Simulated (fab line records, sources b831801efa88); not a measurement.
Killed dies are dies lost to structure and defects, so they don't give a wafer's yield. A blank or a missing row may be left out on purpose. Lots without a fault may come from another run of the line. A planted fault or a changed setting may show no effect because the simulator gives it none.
Which tool did it? | flow sky130 | 13 lots, 39 wafers sampled, at 4 steps of a route of 708

WHAT THE GAUGES READ, wafer by wafer
SKY_SONOS_ONO_THK_MEAS_05.
lot  | measured     | on            | SONOS_ONO_CVD_04_THK (nm)
L396 | day 11 07:49 | film_metro-04 | 5.75 5.66 5.63
L397 | day 11 19:11 | film_metro-04 | 5.83 5.73 5.72
L398 | day 12 01:06 | film_metro-03 | 5.64 5.80 5.77
L399 | day 12 18:22 | film_metro-04 | 5.88 5.65 5.83
L402 | day 13 15:53 | film_metro-01 | 5.80 5.81 5.82
L403 | day 13 22:16 | film_metro-01 | 5.85 5.90 5.84
L412 | day 16 22:37 | film_metro-04 | 5.96 5.85 5.90
L413 | day 17 04:00 | film_metro-01 | 5.79 5.66 5.63
L414 | day 17 08:56 | film_metro-01 | 5.63 5.62 5.60
L415 | day 18 04:50 | film_metro-03 | 6.07 5.97 5.94
L416 | day 18 09:01 | film_metro-03 | 5.69 5.76 5.66
L417 | day 18 19:18 | film_metro-04 | 5.69 5.70 5.63
L418 | day 19 04:33 | film_metro-04 | 5.70 5.67 5.60

SKY_POLY_CUT_CD_MEAS_08: target cd 270 nm.
lot  | measured     | on        | cd_nm (nm)
L396 | day 23 17:05 | cd_sem-01 | 270.1 271.2 269.9
L397 | day 24 15:59 | cd_sem-01 | 269.6 268.7 269.5
L398 | day 24 16:40 | cd_sem-01 | 270.1 269.9 270.5
L399 | day 25 18:48 | cd_sem-02 | 270.1 270.1 270.5
L402 | day 26 19:05 | cd_sem-02 | 267.9 269.7 269.1
L403 | day 26 21:13 | cd_sem-01 | 267.6 269.2 267.7
L412 | day 29 17:44 | cd_sem-01 | 269.5 270.8 269.3
L413 | day 30 05:13 | cd_sem-02 | 270.6 269.3 267.9
L414 | day 30 07:01 | cd_sem-02 | 271.9 271.0 271.7
L415 | day 31 00:03 | cd_sem-02 | 271.9 270.1 270.7
L416 | day 31 06:13 | cd_sem-01 | 272.0 272.8 272.6
L417 | day 31 12:28 | cd_sem-02 | 268.7 270.3 268.1
L418 | day 31 21:36 | cd_sem-02 | 270.4 268.6 269.2

WHICH TOOL RAN EACH LOT (tool, then ch and the chambers of the sampled wafers, then the start)
lot  | SKY_SONOS_ONO_WET_ETCH_16       | SKY_SPACER_ETCHBACK_02
L396 | wet_bench-01 ch 1, day 12 08:28 | rie_diel-02 ch 2,3, day 22 10:16
L397 | wet_bench-01 ch 2, day 12 19:31 | rie_diel-03 ch 0,2, day 23 10:29
L398 | wet_bench-04 ch 3, day 13 01:09 | rie_diel-04 ch 0,1,3, day 23 10:29
L399 | wet_bench-01 ch 3, day 13 19:42 | rie_diel-02 ch 1,2,3, day 24 13:44
L402 | wet_bench-01 ch 1, day 14 17:31 | rie_diel-04 ch 0,2, day 25 14:34
L403 | wet_bench-01 ch 1, day 14 23:22 | rie_diel-03 ch 0,1, day 25 15:46
L412 | wet_bench-04 ch 3, day 18 04:07 | rie_diel-03 ch 2,3, day 28 13:23
L413 | wet_bench-01 ch 0, day 18 09:24 | rie_diel-03 ch 0,1,3, day 29 00:16
L414 | wet_bench-04 ch 2, day 18 14:10 | rie_diel-03 ch 0,2,3, day 29 02:48
L415 | wet_bench-04 ch 1, day 19 10:43 | rie_diel-04 ch 0,2, day 29 20:11
L416 | wet_bench-01 ch 2, day 19 14:42 | rie_diel-03 ch 0,1,2, day 30 02:27
L417 | wet_bench-03 ch 2, day 20 01:33 | rie_diel-04 ch 0,1,3, day 30 09:44
L418 | wet_bench-03 ch 0, day 20 11:04 | rie_diel-04 ch 0,1,2, day 30 17:58
- SKY_SONOS_ONO_WET_ETCH_16: etches SiO2 in dHF, target depth 14 nm, time 280 s.
- SKY_SPACER_ETCHBACK_02: etches Si3N4 in CH3F/O2, stops on SiO2, time 46.7 s, target depth 45 nm.

WHAT THE TOOLS THEMSELVES READ (means of the sampled wafers that have a number; where no wafer has one, the mark that the record gives instead)
SKY_SONOS_ONO_WET_ETCH_16.
lot  | tool         | run_length_s (s)
L396 | wet_bench-01 | 315
L397 | wet_bench-01 | 306
L398 | wet_bench-04 | 304
L399 | wet_bench-01 | 311
L402 | wet_bench-01 | 238
L403 | wet_bench-01 | 238
L412 | wet_bench-04 | 305
L413 | wet_bench-01 | 305
L414 | wet_bench-04 | 305
L415 | wet_bench-04 | 307
L416 | wet_bench-01 | 305
L417 | wet_bench-03 | 313
L418 | wet_bench-03 | 306

SKY_SPACER_ETCHBACK_02.
lot  | tool        | O2_flow_sccm (sccm) | ch3f_flow_sccm (sccm) | drypump_motor_current_A (A) | oes_product_au (a.u.) | throttle_valve_pct (%)
L396 | rie_diel-02 | 30.05               | 40.03                 | 6.1                         | 0.848                 | 10.563
L397 | rie_diel-03 | 29.96               | 40.00                 | 5.2                         | 0.852                 | 10.570
L398 | rie_diel-04 | 30.04               | 40.02                 | 5.6                         | 0.850                 | 10.567
L399 | rie_diel-02 | 30.02               | 39.93                 | 6.2                         | 0.855                 | 10.566
L402 | rie_diel-04 | 29.99               | 40.02                 | 5.5                         | 0.852                 | 10.557
L403 | rie_diel-03 | 30.07               | 39.92                 | 5.7                         | 0.843                 | 10.558
L412 | rie_diel-03 | 30.08               | 39.98                 | 5.8                         | 0.851                 | 10.572
L413 | rie_diel-03 | 29.95               | 40.00                 | 5.7                         | 0.848                 | 10.566
L414 | rie_diel-03 | 29.95               | 39.96                 | 5.6                         | 0.854                 | 10.562
L415 | rie_diel-04 | 29.96               | 40.11                 | 5.6                         | 0.849                 | 10.565
L416 | rie_diel-03 | 30.00               | 40.16                 | 5.6                         | 0.853                 | 10.556
L417 | rie_diel-04 | 29.99               | 39.87                 | 5.6                         | 0.848                 | 10.558
L418 | rie_diel-04 | 30.01               | 40.00                 | 5.4                         | 0.856                 | 10.569

THE ANSWER, worked out from the rows above alone
Rule: what is usual is taken from the lots themselves. Put in order of their means at a reading, lots are off if they are a third of the lots or fewer, leave a main group of 4 or more, and stand apart from it by a gap of 3 or more times the standard deviation of the main group's means; of several such gaps the widest counts. A main group whose means are all the same, to the digits that the tables above print for the reading, isn't used. A lot without any number at a reading at which 4 lots or more have one is off too. The other lots that the step has rows for count as sound. The gauges are gone through in route order, then the tools' own readings, and for those a lot's mean is taken as printed above. The first step at which some lot is off is used, and at that step the reading that is off furthest; a lot without a number counts as furthest.
Off: L402, L403, at SKY_SONOS_ONO_WET_ETCH_16 (run_length_s). The main group: mean 307 s, standard deviation 3.6.
A tool fits if, at that step or a process step before it, it ran every lot that is off, and no sound lot after the first of them. None of those tried fits.

WHAT THE SIMULATOR HAD PUT IN
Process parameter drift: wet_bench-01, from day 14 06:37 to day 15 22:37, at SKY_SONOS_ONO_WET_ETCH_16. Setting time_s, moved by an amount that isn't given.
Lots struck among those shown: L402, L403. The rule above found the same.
